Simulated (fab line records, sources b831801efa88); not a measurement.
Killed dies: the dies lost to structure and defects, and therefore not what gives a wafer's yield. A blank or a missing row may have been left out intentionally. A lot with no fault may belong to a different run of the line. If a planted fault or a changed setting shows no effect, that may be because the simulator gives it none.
The tool behind it: which one? :: flow sky130 :: route of 708 steps, sampled at 1 step: 6 lots, 18 wafers

## WHAT THE GAUGES SHOWED, per wafer
SKY_FIELD_ISO_THK_MEAS_25.
lot: L486
measured: day 2 13:25
on: filmMetro-03
FIELD_ISO_CVD_24_THK (nm): 597 598 591

lot: L488
measured: day 2 23:55
on: filmMetro-04
FIELD_ISO_CVD_24_THK (nm): 603 594 592

lot: L490
measured: day 3 11:08
on: filmMetro-01
FIELD_ISO_CVD_24_THK (nm): 587 583 588

lot: L497
measured: day 4 23:01
on: filmMetro-04
FIELD_ISO_CVD_24_THK (nm): 599 598 596

lot: L501
measured: day 5 21:56
on: filmMetro-04
FIELD_ISO_CVD_24_THK (nm): 603 600 606

lot: L505
measured: day 6 21:22
on: filmMetro-01
FIELD_ISO_CVD_24_THK (nm): 591 594 594

## WHAT TOOL EACH LOT RAN ON (gives the tool, then ch and the chambers of the sampled wafers, and finally the start)
Record: no process step prior to these readings.

## THE ANSWER, worked out from the rows above alone
Rule: the usual values come from the lots themselves. The widest of any qualifying gaps counts: lots, ordered by their means at a reading, are off when they make up no more than a third of the lots, leave a main group of 4 or more, and stand apart from it by 3 or more times the standard deviation of that group's means. A main group is skipped when, at the precision printed for the reading in the tables above, its means are all equal. Also off: a lot with no number at a reading for which 4 or more lots have one. Where the step has rows for the other lots, those lots are counted as sound.
Across all readings shown, no lot is off: no conclusion can be drawn from this.

## WHAT WAS PUT IN BY THE SIMULATOR
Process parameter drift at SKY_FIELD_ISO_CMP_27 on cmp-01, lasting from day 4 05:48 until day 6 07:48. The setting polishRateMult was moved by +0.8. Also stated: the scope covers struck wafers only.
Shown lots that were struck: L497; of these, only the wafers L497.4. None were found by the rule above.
